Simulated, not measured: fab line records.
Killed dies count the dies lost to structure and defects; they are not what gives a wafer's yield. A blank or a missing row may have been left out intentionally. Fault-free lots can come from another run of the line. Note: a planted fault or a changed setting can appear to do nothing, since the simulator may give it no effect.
fab line records -- flow sky130
record lots=13, wafers=39, last_day=50
route steps=708 shown SONOS_TUNNEL@164 LI_CONTACT@375 LOCAL_INTERCONNECT@400 CONTACT@409 PAD_OPEN@708
lots with no fault: from the same line, run without faults
start_h: start of the lot's first displayed wafer, in hours after the record's first day -- wait_h: hours since the lot's step before -- " repeats the value in the row above -- L1.1+2: one row covering several wafers at once -- - either no value or no given start -- * or withheld: withheld -- < > ~ a bound
route shown NAME@n: names a module that has steps shown in the file, with the first one's number in the route -- usual: the fault-free wafers' mean and standard deviation -- same: alike in all rows -- chamber/n: place in a boat -- sites: each site's reading -- _std_site: the standard deviation of these -- _edge_site: the outer-site mean with the inner-site mean subtracted -- radius_mm: for every site, how far away it sits from the centre of the wafer -- mask NAME#n: copy n -- behind: the most recent tool/chamber to have shaped the wafer -- hold: why the lot was held/for how many hours/how that ended -- device: the transistor (n, p or np) that didn't switch -- end of line: the same wafers' tests at the end of the route -- for a step that has no rows: nothing shown but its recipe -- killed: dies that structure and defects cost at the first sort, which is not the same as the wafer's yield -- map: the dies of a wafer, with x for killed, . for not killed, _ for no die there
set.NAME: the setting the step ran with; set.NAME@STEP: the setting that earlier step ran with -- model.NAME: the simulator's own value behind a step, which no gauge read
the route's steps for a sample of lots (tables are steps, rows are wafers)
services: when a tool's chamber went out of use (start_h, in hours from the record's first day, below 0 if earlier), for how many hours, and the reason
## steps
# step SKY_SONOS_TUNNEL_WET_ETCH_10
# recipe chemistry=dHF, target_depth_nm=14, target=SiO2, dilution=100:1, temp_c=25, time_s=280
# usual bath_heat_duty_pct=6.4/0.89, run_length_s=307/3.2, time_s=280/0
lot.wafer,tool,chamber,start_h,wait_h,bath_heat_duty_pct,run_length_s,time_s
L282.4,wet_bench-03,3,255.98,0.1,6.4,307,280
L282.5,wet_bench-03,3,255.98,0.1,6.0,307,280
L282.6,wet_bench-03,3,255.98,0.1,6.5,307,280
L283.1,wet_bench-03,1,273.44,0.1,6.0,306,280
L283.2,wet_bench-03,1,273.44,0.1,7.0,306,280
L283.6,wet_bench-03,1,273.44,0.1,4.9,306,280
L286.2,wet_bench-01,0,290.63,0.1,7.1,304,280
L286.5,wet_bench-01,0,290.63,0.1,7.4,304,280
L286.6,wet_bench-01,0,290.63,0.1,6.8,304,280
L285.4,wet_bench-01,3,292.53,0.1,5.0,306,280
L285.5,wet_bench-01,3,292.53,0.1,5.1,306,280
L285.6,wet_bench-01,3,292.53,0.1,5.7,306,280
L287.2,wet_bench-02,3,306.78,0.1,5.6,306,280
L287.4,wet_bench-02,3,306.78,0.1,5.0,306,280
L287.6,wet_bench-02,3,306.78,0.1,5.4,306,280
L291.2,wet_bench-02,3,329.73,0.1,-,-,-
L291.3,wet_bench-02,3,329.73,0.1,-,-,-
L291.4,wet_bench-02,3,329.73,0.1,-,-,-
L292.2,wet_bench-01,1,340.43,0.1,-,-,-
L292.3,wet_bench-01,1,340.43,0.1,-,-,-
L292.5,wet_bench-01,1,340.43,0.1,-,-,-
L294.2,wet_bench-03,0,349.13,0.1,-,-,-
L294.4,wet_bench-03,0,349.13,0.1,-,-,-
L294.5,wet_bench-03,0,349.13,0.1,-,-,-
L296.1,wet_bench-03,2,367.21,0.1,6.9,304,280
L296.4,wet_bench-03,2,367.21,0.1,6.4,304,280
L296.5,wet_bench-03,2,367.21,0.1,6.7,304,280
L298.3,wet_bench-03,2,377.03,0.1,6.9,304,280
L298.4,wet_bench-03,2,377.03,0.1,6.0,304,280
L298.5,wet_bench-03,2,377.03,0.1,7.9,304,280
L299.2,wet_bench-01,0,389.69,0.1,7.0,305,280
L299.3,wet_bench-01,0,389.69,0.1,6.2,305,280
L299.6,wet_bench-01,0,389.69,0.1,6.4,305,280
L302.1,wet_bench-01,0,408.78,0.1,7.4,313,280
L302.3,wet_bench-01,0,408.78,0.1,6.2,313,280
L302.5,wet_bench-01,0,408.78,0.1,7.1,313,280
L304.1,wet_bench-03,3,420.11,0.1,6.3,306,280
L304.2,wet_bench-03,3,420.11,0.1,6.0,306,280
L304.4,wet_bench-03,3,420.11,0.1,6.2,306,280
# step SKY_LI_CONTACT_OVL_MEAS_13
# usual LI_CONTACT_OVL=0/6.4
lot.wafer,tool,chamber,start_h,wait_h,LI_CONTACT_OVL[nm]
L282.4,overlay-02,-,681.82,0.1,8
L282.5,overlay-02,-,681.82,0.1,4
L282.6,overlay-02,-,681.82,0.1,8
L283.1,overlay-02,-,697.78,0.1,2
L283.2,overlay-02,-,697.78,0.1,8
L283.6,overlay-02,-,697.78,0.1,7
L285.4,overlay-01,-,714.77,0.1,-1
L285.5,overlay-01,-,714.77,0.1,1
L285.6,overlay-01,-,714.77,0.1,0
L286.2,overlay-01,-,715.56,0.1,-3
L286.5,overlay-01,-,715.56,0.1,-10
L286.6,overlay-01,-,715.56,0.1,-9
L287.2,overlay-02,-,735.13,0.1,1
L287.4,overlay-02,-,735.13,0.1,-3
L287.6,overlay-02,-,735.13,0.1,6
L296.1,overlay-02,-,790.93,0.1,6
L296.4,overlay-02,-,790.93,0.1,12
L296.5,overlay-02,-,790.93,0.1,6
L298.3,overlay-01,-,801.64,0.1,-4
L298.4,overlay-01,-,801.64,0.1,-6
L298.5,overlay-01,-,801.64,0.1,-8
L299.2,overlay-01,-,817.46,0.1,3
L299.3,overlay-01,-,817.46,0.1,-4
L299.6,overlay-01,-,817.46,0.1,0
L302.1,overlay-02,-,828.00,0.1,15
L302.3,overlay-02,-,828.00,0.1,6
L302.5,overlay-02,-,828.00,0.1,10
L304.1,overlay-02,-,844.38,0.1,0
L304.2,overlay-02,-,844.38,0.1,0
L304.4,overlay-02,-,844.38,0.1,-9
# step SKY_LOCAL_INTERCONNECT_ETCH_13
# recipe chemistry=N2/H2, target=BARC, ion_energy_ev=200, bias_w=100, pressure_mtorr=30, n2_flow_sccm=100, h2_flow_sccm=200, icp_w=500, stop_on=SiO2, time_s=45.9, target_depth_a=600
# usual bias_w=100.02/0.29, chamber_pressure_mTorr=29.997/0.023, drypump_motor_current_A=5.50/0.28, oes_product_au=0.854/0.0044, rf_fwd_power_W=495.5/1.9, throttle_valve_pct=13.225/0.009
# same time_s=45.9
lot.wafer,tool,chamber,start_h,wait_h,bias_w,chamber_pressure_mTorr,drypump_motor_current_A,oes_product_au,rf_fwd_power_W,rf_hours_counter_h,throttle_valve_pct
L282.4,rie_metal-02,1,712.34,0.0,100.06,30.000,4.97,0.857,496.6,-,13.228
L282.5,rie_metal-02,1,712.34,0.0,100.30,29.997,4.97,0.861,498.7,-,13.230
L282.6,rie_metal-02,0,712.34,0.0,99.90,29.998,5.70,0.846,496.4,-,13.242
L283.1,rie_metal-02,1,726.15,0.0,99.70,30.005,4.98,0.851,496.7,11,13.227
L283.2,rie_metal-02,0,726.15,0.0,99.78,29.940,5.73,0.858,494.3,9,13.224
L283.6,rie_metal-02,0,726.15,0.0,99.74,29.986,5.71,0.856,494.7,-,13.224
L285.4,rie_metal-03,0,743.43,0.0,100.34,29.978,5.64,0.855,497.2,-,13.225
L285.5,rie_metal-03,0,743.43,0.0,100.51,29.984,5.64,0.857,494.9,-,13.211
L285.6,rie_metal-03,1,743.43,0.0,99.55,30.022,5.62,0.860,495.5,-,13.217
L286.2,rie_metal-04,0,744.41,0.0,99.85,30.003,5.31,0.867,492.5,4,13.230
L286.5,rie_metal-04,1,744.41,0.0,100.12,29.983,5.63,0.860,493.5,-,13.229
L286.6,rie_metal-04,0,744.41,0.0,100.41,30.038,5.31,0.853,492.5,-,13.244
L287.2,rie_metal-03,0,763.04,0.0,100.25,30.024,5.63,0.852,494.7,-,13.220
L287.4,rie_metal-03,0,763.04,0.0,100.33,29.953,5.66,0.852,496.6,-,13.232
L287.6,rie_metal-03,0,763.04,0.0,100.45,30.004,5.65,0.857,495.5,-,13.212
L296.1,rie_metal-03,1,819.26,0.0,99.60,30.002,5.65,0.856,494.8,2,13.227
L296.4,rie_metal-03,1,819.26,0.0,100.00,29.991,5.67,0.850,493.8,-,13.222
L296.5,rie_metal-03,0,819.26,0.0,99.54,29.978,5.62,0.853,495.1,-,13.230
L298.3,rie_metal-04,0,829.24,0.0,99.66,29.986,5.29,0.847,493.3,-,13.211
L298.4,rie_metal-04,1,829.24,0.0,100.17,30.016,5.62,0.859,492.8,-,13.213
L298.5,rie_metal-04,0,829.24,0.0,99.44,29.974,5.27,0.859,490.8,-,13.220
L299.2,rie_metal-04,0,845.36,0.0,100.03,29.978,5.29,0.854,492.5,8,13.220
L299.3,rie_metal-04,0,845.36,0.0,100.38,29.998,5.27,0.852,493.5,-,13.223
L299.6,rie_metal-04,0,845.36,0.0,100.02,30.025,5.30,0.853,493.9,-,13.227
L302.1,rie_metal-03,0,856.26,0.0,99.78,30.004,5.65,0.860,493.3,13,13.226
L302.3,rie_metal-03,0,856.26,0.0,99.96,30.002,5.61,0.856,494.1,-,13.220
L302.5,rie_metal-03,1,856.26,0.0,100.13,29.988,5.66,0.853,493.0,-,13.223
L304.1,rie_metal-03,1,871.78,0.0,99.46,30.028,5.68,0.858,494.2,4,13.232
L304.2,rie_metal-03,0,871.78,0.0,99.84,30.011,5.64,0.850,493.3,14,13.230
L304.4,rie_metal-03,1,871.78,0.0,99.77,29.992,5.65,0.857,495.5,-,13.210
# step SKY_CONTACT_THK_MEAS_03
# recipe reads=SiO2_of_CONTACT_HDPCVD_02
# usual CONTACT_HDPCVD_THK=565/6.6
lot.wafer,tool,chamber,start_h,wait_h,CONTACT_HDPCVD_THK[nm]
L282.4,film_metro-02,-,713.23,0.0,565
L282.5,film_metro-02,-,713.23,0.0,565
L282.6,film_metro-02,-,713.23,0.0,555
L283.1,film_metro-02,-,727.07,0.0,571
L283.2,film_metro-02,-,727.07,0.0,570
L283.6,film_metro-02,-,727.07,0.0,565
L285.4,film_metro-02,-,744.66,0.0,572
L285.5,film_metro-02,-,744.66,0.0,568
L285.6,film_metro-02,-,744.66,0.0,562
L286.2,film_metro-03,-,745.64,0.0,575
L286.5,film_metro-03,-,745.64,0.0,569
L286.6,film_metro-03,-,745.64,0.0,576
L287.2,film_metro-03,-,764.03,0.0,549
L287.4,film_metro-03,-,764.03,0.0,557
L287.6,film_metro-03,-,764.03,0.0,561
L296.1,film_metro-02,-,820.16,0.0,570
L296.4,film_metro-02,-,820.16,0.0,566
L296.5,film_metro-02,-,820.16,0.0,560
L298.3,film_metro-02,-,830.12,0.1,564
L298.4,film_metro-02,-,830.12,0.1,562
L298.5,film_metro-02,-,830.12,0.1,570
L299.2,film_metro-01,-,846.24,0.0,571
L299.3,film_metro-01,-,846.24,0.0,567
L299.6,film_metro-01,-,846.24,0.0,559
L302.1,film_metro-02,-,857.14,0.0,557
L302.3,film_metro-02,-,857.14,0.0,566
L302.5,film_metro-02,-,857.14,0.0,567
L304.1,film_metro-01,-,872.65,0.0,562
L304.2,film_metro-01,-,872.65,0.0,558
L304.4,film_metro-01,-,872.65,0.0,567
# step SKY_PAD_OPEN_PROBE_99
# usual killed_at_M0_to_M3=44/6.8, killed_at_M4_up=3.1/1.8, killed_at_contacts=25/5.2, killed_at_front_end=15/4.1, killed_at_other=0.3/0.62, killed_dies=88/9.4, killed_on_rim=17/3.7, killed_open=48/7.1, killed_short=40/6.1
# same gross_dies=492, killed_at_back_side=0
lot.wafer,tool,chamber,start_h,wait_h,hold,killed_at_M0_to_M3,killed_at_M4_up,killed_at_contacts,killed_at_front_end,killed_at_other,killed_dies,killed_on_rim,killed_open,killed_short
L287.2,prober-01,-,1116.85,0.1,-,40,6,26,17,1,90,19,43,47
L287.4,prober-01,-,1116.95,0.2,-,36,3,25,14,0,78,19,41,37
L287.6,prober-01,-,1117.05,0.2,-,42,3,27,13,0,85,21,44,41
L291.2,prober-01,-,1141.16,0.1,await_dispo/2.9h/scrap,45,1,20,425,1,492,96,46,35
L291.3,prober-01,-,1141.21,0.2,await_dispo/2.9h/scrap,55,3,27,407,0,492,96,49,50
L291.4,prober-01,-,1141.26,0.2,await_dispo/2.9h/scrap,52,0,20,420,0,492,96,43,45
L292.2,prober-02,-,1146.65,0.1,await_dispo/0.8h/scrap,42,1,22,427,0,492,96,51,31
L292.3,prober-02,-,1146.70,0.2,await_dispo/0.8h/scrap,36,2,20,434,0,492,96,39,29
L292.5,prober-02,-,1146.80,0.2,await_dispo/0.8h/scrap,45,2,20,425,0,492,96,37,42
L294.2,prober-01,-,1151.68,0.1,await_dispo/1.9h/scrap,40,2,23,427,0,492,96,41,41
L294.4,prober-01,-,1151.78,0.2,await_dispo/1.9h/scrap,46,0,36,409,1,492,96,52,44
L294.5,prober-01,-,1151.83,0.2,await_dispo/1.9h/scrap,37,4,32,418,1,492,96,49,39
L298.3,prober-02,-,1165.48,0.2,-,49,1,28,21,0,99,21,51,48
L298.4,prober-02,-,1165.53,0.2,-,31,3,25,22,0,81,14,45,36
L298.5,prober-02,-,1165.58,0.2,-,40,7,25,16,0,88,14,53,35
L299.2,prober-01,-,1175.95,0.1,-,43,2,14,7,0,66,13,41,25
L299.3,prober-01,-,1176.00,0.2,-,45,0,23,13,0,81,16,46,35
L299.6,prober-01,-,1176.15,0.2,-,43,4,20,13,0,80,20,45,35
# killed by level:class
L287.2 METAL1:geometric_particle:short=12 LI_CONTACT:geometric_particle:open=8 VIA1:geometric_particle:open=7 FIELD_ISO:geometric_particle:open=6 CONTACT:geometric_particle:open=6 VIA3:geometric_particle:open=5 LI_CONTACT:geometric_particle:short=4 CONTACT:geometric_particle:short=4
L287.4 LI_CONTACT:geometric_particle:open=13 VIA1:geometric_particle:open=7 FIELD_ISO:geometric_particle:open=6 VIA1:geometric_particle:short=6 FIELD_ISO:geometric_particle:short=5 VIA2:geometric_particle:open=5 METAL1:geometric_particle:short=4 LI_CONTACT:geometric_particle:short=3
L287.6 VIA1:geometric_particle:open=9 VIA1:geometric_particle:short=9 CONTACT:geometric_particle:open=8 LI_CONTACT:geometric_particle:open=7 FIELD_ISO:geometric_particle:short=6 CONTACT:geometric_particle:short=6 VIA2:geometric_particle:open=5 LOCAL_INTERCONNECT:geometric_particle:short=4
L291.2 SONOS_TUNNEL:area_etch=411 CONTACT:geometric_particle:open=11 VIA3:geometric_particle:open=9 VIA1:geometric_particle:open=7 METAL1:geometric_particle:short=6 VIA1:geometric_particle:short=6 FIELD_ISO:geometric_particle:open=5 VIA2:geometric_particle:open=5
L291.3 SONOS_TUNNEL:area_etch=393 VIA1:geometric_particle:open=15 METAL2:geometric_particle:short=9 CONTACT:geometric_particle:short=8 METAL1:geometric_particle:short=8 LI_CONTACT:geometric_particle:open=6 CONTACT:geometric_particle:open=6 VIA1:geometric_particle:short=6
L291.4 SONOS_TUNNEL:area_etch=404 VIA2:geometric_particle:open=10 METAL1:geometric_particle:short=10 VIA1:geometric_particle:open=10 VIA1:geometric_particle:short=7 FIELD_ISO:geometric_particle:open=6 CONTACT:geometric_particle:open=6 METAL2:geometric_particle:short=5
L292.2 SONOS_TUNNEL:area_etch=410 VIA1:geometric_particle:open=13 CONTACT:geometric_particle:open=8 FIELD_ISO:geometric_particle:short=6 LI_CONTACT:geometric_particle:open=6 METAL1:geometric_particle:short=6 VIA2:geometric_particle:open=6 VIA3:geometric_particle:open=6
L292.3 SONOS_TUNNEL:area_etch=424 VIA1:geometric_particle:open=11 CONTACT:geometric_particle:open=6 VIA3:geometric_particle:open=6 LOCAL_INTERCONNECT:geometric_particle:short=5 VIA2:geometric_particle:open=5 VIA3:geometric_particle:short=4 LI_CONTACT:geometric_particle:open=3
L292.5 SONOS_TUNNEL:area_etch=413 VIA1:geometric_particle:open=9 METAL1:geometric_particle:short=7 VIA1:geometric_particle:short=6 CONTACT:geometric_particle:open=6 CONTACT:geometric_particle:short=6 VIA3:geometric_particle:open=6 METAL2:geometric_particle:short=4
L294.2 SONOS_TUNNEL:area_etch=410 CONTACT:geometric_particle:open=12 METAL2:geometric_particle:short=9 LI_CONTACT:geometric_particle:open=7 METAL1:geometric_particle:short=7 VIA3:geometric_particle:short=6 FIELD_ISO:geometric_particle:short=5 POLY_GATE:geometric_particle:open=5
L294.4 SONOS_TUNNEL:area_etch=396 CONTACT:geometric_particle:open=18 VIA1:geometric_particle:short=10 LI_CONTACT:geometric_particle:open=6 CONTACT:geometric_particle:short=6 VIA1:geometric_particle:open=6 METAL1:geometric_particle:short=6 VIA2:geometric_particle:open=6
L294.5 SONOS_TUNNEL:area_etch=404 CONTACT:geometric_particle:open=10 VIA1:geometric_particle:open=8 CONTACT:geometric_particle:short=7 LI_CONTACT:geometric_particle:open=6 LOCAL_INTERCONNECT:geometric_particle:short=6 METAL1:geometric_particle:short=6 VIA3:geometric_particle:open=6
L298.3 CONTACT:geometric_particle:open=10 VIA1:geometric_particle:open=10 VIA3:geometric_particle:open=9 POLY_GATE:geometric_particle:short=8 VIA1:geometric_particle:short=8 VIA2:geometric_particle:open=6 LOCAL_INTERCONNECT:geometric_particle:short=5 METAL2:geometric_particle:short=5
L298.4 CONTACT:geometric_particle:open=12 VIA2:geometric_particle:open=9 POLY_GATE:geometric_particle:short=7 VIA1:geometric_particle:open=7 FIELD_ISO:geometric_particle:short=5 LI_CONTACT:geometric_particle:open=5 METAL1:geometric_particle:short=5 POLY_GATE:geometric_particle:open=4
L298.5 VIA1:geometric_particle:open=11 CONTACT:geometric_particle:open=10 VIA3:geometric_particle:open=7 FIELD_ISO:geometric_particle:open=5 LI_CONTACT:geometric_particle:open=5 METAL2:geometric_particle:short=5 METAL4:geometric_particle:short=5 LI_CONTACT:geometric_particle:short=4
L299.2 VIA1:geometric_particle:open=10 CONTACT:geometric_particle:open=8 VIA2:geometric_particle:open=8 VIA1:geometric_particle:short=7 LI_CONTACT:geometric_particle:open=5 METAL1:geometric_particle:short=5 METAL2:geometric_particle:short=5 VIA3:geometric_particle:open=4
L299.3 VIA1:geometric_particle:open=15 CONTACT:geometric_particle:open=13 METAL1:geometric_particle:short=6 METAL2:geometric_particle:short=6 VIA1:geometric_particle:short=4 FIELD_ISO:geometric_particle:open=3 LI_CONTACT:geometric_particle:open=3 CONTACT:geometric_particle:short=3
L299.6 VIA1:geometric_particle:open=12 CONTACT:geometric_particle:open=7 LI_CONTACT:geometric_particle:open=6 METAL2:geometric_particle:short=6 CONTACT:geometric_particle:short=5 METAL1:geometric_particle:short=5 METAL4:geometric_particle:short=4 VIA2:geometric_particle:open=4
## services
tool,chamber,start_h,hours,kind
rie_metal-02,0,331.24,1.2,repair
rie_metal-03,-,341.92,4.3,pm
rie_metal-04,0,393.71,12.4,repair
rie_metal-03,0,401.37,-,clean
rie_metal-03,0,401.37,20.2,scheduled_down
rie_metal-03,0,401.37,20.2,vent_cycle
rie_metal-04,-,460.19,14.6,pm
rie_metal-03,0,532.26,7.0,repair
rie_metal-02,-,536.49,0.6,repair
rie_metal-03,-,560.39,2.8,pm
wet_bench-02,-,616.36,5.0,repair
rie_metal-02,-,626.99,0.2,repair
rie_metal-03,0,660.02,4.8,repair
rie_metal-02,-,681.18,0.3,repair
rie_metal-03,0,705.28,21.9,repair
wet_bench-02,-,714.66,1.9,pm
rie_metal-03,1,723.51,7.7,repair
rie_metal-02,-,736.54,2.0,repair
rie_metal-03,1,748.76,-,clean
rie_metal-03,1,748.76,19.2,scheduled_down
rie_metal-03,-,824.85,1.8,repair
wet_bench-03,-,830.47,1.9,pm
rie_metal-02,-,833.35,2.8,pm
rie_metal-02,-,842.60,10.0,pm
## key
first_sign step=SKY_SONOS_TUNNEL_WET_ETCH_10, reading=tool_record, direction=missing
effect step=SKY_PAD_OPEN_PROBE_99, reading=killed_at_front_end, direction=up, sigmas=99+, usual=15, struck=421
more_kills_born_at SKY_SONOS_TUNNEL_WET_ETCH_10@wet_bench-01=1247, SKY_SONOS_TUNNEL_WET_ETCH_10@wet_bench-03=1210, SKY_SONOS_TUNNEL_WET_ETCH_10@wet_bench-02=1208
met_at SKY_SONOS_TUNNEL_WET_ETCH_10
struck_lots L291,L292,L294
later_rows_left_out L291.2,L291.3,L291.4,L292.2,L292.3,L292.5,L294.2,L294.4,L294.5
tester_left_out L291,L292,L294
not_acting_at SKY_LI_CONTACT_OVL_MEAS_13,SKY_LOCAL_INTERCONNECT_ETCH_13,SKY_CONTACT_THK_MEAS_03
onset_between 306.78 329.73
fault kind=skipped_step_whole, tool=wet_bench-01,wet_bench-02,wet_bench-03, chamber=-, onset_h=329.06, steps=SKY_SONOS_TUNNEL_WET_ETCH_10, scope=struck_lots_only
# tester_left_out: of these lots the tester's yield and bins aren't shown, on N5 and GAA mostly nor the transistor test; their killed dies are dies lost to structure and defects alone, not to doping, threshold or leakage, so they don't give the yield
# later_rows_left_out: the simulator's readings of these wafers behind a module that went badly wrong aren't trusted and aren't shown, but for the sort
